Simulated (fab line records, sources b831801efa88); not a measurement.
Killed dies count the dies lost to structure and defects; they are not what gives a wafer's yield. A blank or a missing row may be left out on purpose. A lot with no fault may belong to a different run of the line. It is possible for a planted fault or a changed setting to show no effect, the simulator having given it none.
Which of the tools did it? | flow gf180mcu | 13 lots with 39 wafers sampled at 4 steps, on a route of 602 steps

WHAT EACH GAUGE READ, for each wafer
GF_POLY_GATE_THK_MEAS_17.
lot  | measured     | on           | POLY_GATE_OXIDATION_THK (nm)
L153 | day 9 07:20  | filmMetro-04 | 4.11 4.04 4.15
L155 | day 9 18:57  | filmMetro-02 | 3.94 4.00 3.94
L156 | day 10 01:46 | filmMetro-01 | 4.15 4.09 4.04
L157 | day 10 07:46 | filmMetro-01 | 3.90 3.92 3.92
L159 | day 10 23:02 | filmMetro-01 | 3.97 4.18 4.02
L161 | day 11 09:20 | filmMetro-04 | 4.02 4.11 4.17
L162 | day 11 22:41 | filmMetro-02 | 3.93 4.10 4.06
L163 | day 12 11:19 | filmMetro-04 | 4.00 3.98 4.00
L165 | day 13 01:14 | filmMetro-02 | 3.89 3.91 3.87
L169 | day 14 01:35 | filmMetro-02 | 3.95 3.98 3.96
L168 | day 14 05:53 | filmMetro-04 | 4.04 3.98 4.17
L174 | day 15 23:27 | filmMetro-01 | 3.86 3.99 3.94
L176 | day 16 10:02 | filmMetro-04 | 3.90 3.92 3.95

GF_HV_LDD_CD_MEAS_19 targets a cd of 400 nm.
lot  | measured     | on       | cdNm (nm)
L153 | day 10 18:20 | cdSem-02 | 395.8 398.6 396.8
L155 | day 11 06:56 | cdSem-01 | 400.2 396.8 398.9
L156 | day 11 14:26 | cdSem-01 | 400.8 400.6 399.5
L157 | day 11 21:19 | cdSem-01 | 397.9 396.2 397.6
L159 | day 12 12:33 | cdSem-02 | 397.8 397.0 398.1
L161 | day 13 00:17 | cdSem-02 | 400.4 400.4 398.8
L162 | day 13 13:21 | cdSem-02 | 402.2 399.5 400.4
L163 | day 14 03:53 | cdSem-01 | 401.3 400.9 399.0
L165 | day 14 18:57 | cdSem-01 | 398.4 400.4 397.8
L169 | day 15 20:05 | cdSem-01 | 401.2 401.6 403.1
L168 | day 16 01:53 | cdSem-02 | 402.7 403.2 402.6
L174 | day 17 19:28 | cdSem-01 | 396.4 396.3 397.0
L176 | day 18 06:59 | cdSem-02 | 401.6 402.8 399.7

GF_HV_LDD_THK_MEAS_55.
lot  | measured     | on           | HV_LDD_CVD_54_THK (nm)
L153 | day 12 10:50 | filmMetro-01 | 9.76 9.87 9.81
L155 | day 12 23:31 | filmMetro-03 | 9.93 10.06 10.06
L156 | day 13 07:37 | filmMetro-03 | 9.96 10.09 9.91
L157 | day 13 15:34 | filmMetro-01 | 10.21 10.07 10.13
L159 | day 14 07:22 | filmMetro-04 | 9.94 9.96 10.01
L161 | day 14 20:18 | filmMetro-04 | 10.01 10.04 9.86
L162 | day 15 08:59 | filmMetro-01 | 9.84 9.96 9.89
L163 | day 16 02:22 | filmMetro-03 | 10.00 10.06 9.82
L165 | day 16 17:23 | filmMetro-01 | 9.87 9.83 10.05
L169 | day 17 19:54 | filmMetro-04 | 10.09 10.12 10.00
L168 | day 18 00:51 | filmMetro-01 | 9.88 9.78 10.00
L174 | day 19 21:47 | filmMetro-03 | 10.10 10.05 10.12
L176 | day 20 09:34 | filmMetro-03 | 10.23 10.20 10.18

WHICH TOOL RAN EACH LOT (tool, then ch and the chambers of the sampled wafers, then the start)
lot  | GF_DNWELL_EXPOSE_04
L153 | ilineStepper-01 ch 0, day 2 13:58
L155 | ilineStepper-01 ch 0, day 2 22:56
L156 | ilineStepper-01 ch 0, day 3 02:58
L157 | ilineStepper-02 ch 0, day 3 08:42
L159 | ilineStepper-02 ch 0, day 3 19:11
L161 | ilineStepper-01 ch 0, day 4 06:12
L162 | ilineStepper-02 ch 0, day 4 15:35
L163 | ilineStepper-01 ch 0, day 5 01:02
L165 | ilineStepper-02 ch 0, day 5 08:21
L169 | ilineStepper-02 ch 0, day 6 01:33
L168 | ilineStepper-01 ch 0, day 6 02:46
L174 | ilineStepper-02 ch 0, day 7 09:43
L176 | ilineStepper-01 ch 0, day 7 19:22
- GF_DNWELL_EXPOSE_04: exposes mask DNWELL, target cd 1700 nm.

AS READ BY THE TOOLS THEMSELVES (means over the sampled wafers that have a number; for cases with no such wafer, the mark the record gives instead)
The record holds no such reading with a usual standard deviation.

THE ANSWER, worked out from the rows above alone
Rule: what is usual is taken from the lots themselves. The widest of any qualifying gaps counts: lots, ordered by their means at a reading, are off when they make up no more than a third of the lots, leave a main group of 4 or more, and stand apart from it by 3 or more times the standard deviation of that group's means. If all means in a main group match to the digits the tables above print for the reading, that group is not used. A lot without any number at a reading at which 4 lots or more have one is off too. Any other lot the step has rows for is counted as sound. Order of review: gauges by route order, followed by the tools' own readings, for which a lot's mean as printed above is used. At the first step where some lot is off, the reading lying furthest off is the one used; lots without a number count as furthest.
Across all readings shown, no lot is off: no conclusion can be drawn from this.

WHAT THE SIMULATOR HAD PUT IN
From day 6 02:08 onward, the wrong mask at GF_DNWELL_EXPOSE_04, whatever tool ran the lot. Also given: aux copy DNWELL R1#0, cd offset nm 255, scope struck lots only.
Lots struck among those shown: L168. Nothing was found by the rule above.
